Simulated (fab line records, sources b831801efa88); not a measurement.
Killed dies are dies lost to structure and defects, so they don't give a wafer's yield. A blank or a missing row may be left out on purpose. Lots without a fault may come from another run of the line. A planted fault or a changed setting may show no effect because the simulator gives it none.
Chamber matching | flow gf180mcu | GF_STI_CMP_25 on cmp-02: 4 sister chambers
The step polishes, stops on Si3N4, t overpolish 33 s, target thk 524.6 nm. 8 wafers are shown with their chamber, then 7 later ones without.

WAFERS WITH THEIR CHAMBER
wafer  | chamber | motor_current_A (A) | edge_zone_pressure_frac
L352.6 | 3       | 12.7                | 0.997
L354.5 | 1       | 12.3                | 1.005
L361.1 | 1       | 12.2                | 1.000
L362.2 | 2       | 15.1                | 1.004
L362.4 | 0       | 12.0                | 0.999
L362.6 | 3       | 12.7                | 0.997
L364.2 | 0       | 12.1                | 1.000
L364.4 | 2       | 15.4                | 1.006

WAFERS WITHOUT THEIR CHAMBER
wafer  | motor_current_A (A) | edge_zone_pressure_frac
L364.6 | 12.1                | 0.998
L365.1 | 12.4                | 0.996
L365.3 | 12.1                | 0.996
L365.6 | 12.5                | 0.999
L373.2 | 12.6                | 1.003
L373.3 | 15.5                | 0.999
L373.4 | 11.8                | 0.996

WHICH CHAMBER EACH WENT THROUGH
wafer  | from the rows above          | in truth
L364.6 | can't be placed: 0 or 1      | 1
L365.1 | can't be placed: 3 or 0 or 1 | 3
L365.3 | can't be placed: 0 or 1      | 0
L365.6 | can't be placed: 3 or 1 or 0 | 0
L373.2 | can't be placed: 1 or 3      | 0
L373.3 | 2                            | 2
L373.4 | 0                            | 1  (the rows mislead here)
Placed correctly: 1 of 7. Can't be placed from these rows: 5 (the true chamber is among the candidates in 4). Placed wrongly: 1.
How it was worked out, from the rows above alone: a wafer's distance from a chamber is the root of the sum, over the readings, of the square of ((its reading less the chamber's mean) divided by the reading's scatter). The wafer belongs to the nearest chamber; if the next one is less than 2 further off, it can't be placed. A chamber's mean is the mean of its shown wafers. The scatter: the root of (the sum of the squares of (reading less its chamber's mean) over the shown wafers, divided by (wafers less chambers)).
